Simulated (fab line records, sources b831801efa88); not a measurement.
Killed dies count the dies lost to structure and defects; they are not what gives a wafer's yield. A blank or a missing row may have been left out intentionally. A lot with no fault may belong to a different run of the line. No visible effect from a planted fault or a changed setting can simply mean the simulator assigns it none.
A struck lot beside a sound one | flow gf180mcu | 41 out of 602 route steps
Sound: the wafers L117.1, L117.2, L117.6. Struck: wafers L126.5, L126.6. (L126.3 of the same lot was not struck and is left out.) The cause comes at the end.
Per side, at each step with rows, come the tool, then ch with its chambers, and then its first start. Under that, the readings that differ: sound wafers | struck wafers | difference of the means | sigmas: that difference in standard deviations of wafers without a fault.
alike: readings with means less than 2 such deviations apart, plus words and numbers identical on both sides. not compared: withheld readings, readings lacking a value on some wafer, bounds such as >300 that could conceal the same value, and numbers that have no deviation in the record and whose values overlap.
Wherever a step has rows on one side only, a row that says differs or no value, or a row with sigmas, the two part there. Non-overlapping numbers with no deviation appear without sigmas and do not part them. A reading missing from all wafers of one side parts the sides only when that side holds two or more wafers.

GF_V4_RS_MEAS_24: measures by four-point-probe.
  struck on film-metro-02, day 29 22:04; sound on film-metro-02, day 27 05:04
  alike: V4_W_RS
GF_V4_THK_MEAS_25: measures by xrf.
  struck on film-metro-02, day 29 22:10; sound on film-metro-02, day 27 05:11
  alike: V4_W_THK
GF_V4_CMP_26: polishes, stops on SiO2, t overpolish 15 s, target thk 0 nm.
  sound on cmp-01 ch 0,2, day 27 05:17; struck on cmp-01 ch 0,3, day 29 22:21
  alike: motor-current-A, overpolish-run-s, slurry-flow-ml-min, time-to-endpoint-s
then, 6 steps without rows for these wafers: GF_MIM_SPUTTER_00 (material Ti, target thk 37.5 nm, time 150 s); GF_MIM_SPUTTER_01 (material TiN, target thk 30 nm, time 25 s); GF_MIM_SPUTTER_02 (material AlCu, target thk 450 nm, time 23.9 s); GF_MIM_SPUTTER_03 (material Ti, target thk 10 nm, time 6.7 s); GF_MIM_SPUTTER_04 (material TiN, target thk 50 nm, time 41.7 s); GF_MIM_CVD_05 (deposits Si3N4, target thk 42 nm, time 29.086 s).
GF_MIM_THK_MEAS_06:
  struck on film-metro-02, day 29 22:46; sound on film-metro-04, day 27 05:47
  alike: MIM_CVD_05_THK
GF_MIM_SPUTTER_07: material TiN, target thk 60 nm, time 50 s.
  struck on pvd-sputter-04, day 29 22:49; sound on pvd-sputter-03, day 27 05:51
  alike: throttle-valve-pct
then, 1 step without rows for these wafers: GF_MIM_SPUTTER_08 (material AlCu, target thk 200 nm, time 10.6 s).
GF_MIM_SPUTTER_09: material TiN, target thk 35 nm, time 29.2 s.
  struck on pvd-sputter-04, day 29 22:53; sound on pvd-sputter-03, day 27 05:55
  reading                                 | sound            | struck      | difference | sigmas
  model.TiN_of_MIM_SPUTTER_09.thk-nm (nm) | 34.67 34.77 34.9 | 29.16 29.26 | -5.57      |
  alike: throttle-valve-pct
GF_MIM_RS_MEAS_10: measures by four-point-probe.
  struck on film-metro-04, day 29 22:57; sound on film-metro-01, day 27 05:57
  alike: MIM_ALCU_RS
GF_MIM_THK_MEAS_11: measures by xrf.
  struck on film-metro-04, day 29 23:03; sound on film-metro-01, day 27 06:04
  reading           | sound             | struck      | difference | sigmas
  MIM_ALCU_THK (nm) | 197.7 199.1 197.1 | 205.0 204.4 | +6.7       | +2
then, 7 steps without rows for these wafers: GF_MIM_DEHYDRATE_12 (time 60 s); GF_MIM_HMDS_13 (prime time 60 s); GF_MIM_COAT_14 (resist thk 1000 nm); GF_MIM_SOFTBAKE_15 (time 60 s); GF_MIM_EXPOSE_16 (exposes mask FuseTop, target cd 2000 nm); GF_MIM_PEB_17; GF_MIM_DEVELOP_18 (develop time 60 s).
GF_MIM_METAL_ETCH_19: etches the open film in Cl2/BCl3, stops on Si3N4, target depth 324.5 nm, time 54.1 s.
  sound on rie-metal-01 ch 0,1, day 28 01:18; struck on rie-metal-03 ch 0,1, day 30 17:01
  reading                     | sound       | struck  | difference | sigmas
  drypump-motor-current-A (A) | 6.3 6.2 6.3 | 5.5 5.1 | -1.0       | -2
  alike: oes-product-au, throttle-valve-pct
  not compared: rf-hours-counter-h
GF_MIM_STRIP_20: strips in O2/N2.
  sound on plasma-asher-01 ch 0,1, day 28 01:22; struck on plasma-asher-01 ch 0,1, day 30 17:05
  alike: drypump-motor-current-A, heater-power-w, oes-product-au, strip-time-to-endpoint-s
  not compared: rf-hours-counter-h
then, 9 steps without rows for these wafers: GF_MIM_STRIP_21 (strips in post etch residue remover, time 1200 s); GF_MIM_CLEAN_22 (cleans in DIW); GF_M5_DEHYDRATE_00 (time 60 s); GF_M5_HMDS_01 (prime time 60 s); GF_M5_COAT_02 (resist thk 1000 nm); GF_M5_SOFTBAKE_03 (time 60 s); GF_M5_EXPOSE_04 (exposes mask Metal5, target cd 280 nm); GF_M5_PEB_05 (peb time 90 s); GF_M5_DEVELOP_06 (develop time 60 s).
GF_M5_CD_MEAS_07: the cd target is 280 nm.
  struck on cd-sem-02, day 31 10:49; sound on cd-sem-02, day 28 20:47
  alike: cd-nm
GF_M5_OVL_MEAS_08:
  struck on overlay-02, day 31 10:54; sound on overlay-02, day 28 20:55
  alike: M5_OVL
then, 2 steps without rows for these wafers: GF_M5_ETCH_09 (etches Si3N4 in CF4/O2, target depth 52 nm, time 11.6 s); GF_M5_METAL_ETCH_10 (etches the open film in Cl2/BCl3, stops on SiO2, target depth 627.5 nm, time 104.6 s).
GF_M5_STRIP_11: strips in O2/N2.
  sound on plasma-asher-02 ch 0,1, day 28 21:05; struck on plasma-asher-04 ch 0,1, day 31 11:06
  alike: drypump-motor-current-A, heater-power-w, oes-product-au, strip-time-to-endpoint-s
  not compared: rf-hours-counter-h
GF_M5_STRIP_12: strips in post etch residue remover, time 1200 s.
  sound on wet-bench-03 ch 2, day 28 21:11; struck on wet-bench-01 ch 2, day 31 11:10
  reading                                 | sound             | struck      | difference | sigmas
  model.TiN_of_MIM_SPUTTER_09.thk-nm (nm) | 33.83 33.93 34.06 | 28.32 28.41 | -5.57      |
then, 1 step without rows for these wafers: GF_M5_CLEAN_13 (cleans in DIW).
GF_PASSIVATION_PROBE_99:
  rows exist in the record for the sound wafers here (prober-02, day 31 10:15), none for the struck ones

== WHERE THEY PART ==
At GF_MIM_THK_MEAS_11 first; at GF_PASSIVATION_PROBE_99 last (within this record only).

WHY: what the simulator had put in
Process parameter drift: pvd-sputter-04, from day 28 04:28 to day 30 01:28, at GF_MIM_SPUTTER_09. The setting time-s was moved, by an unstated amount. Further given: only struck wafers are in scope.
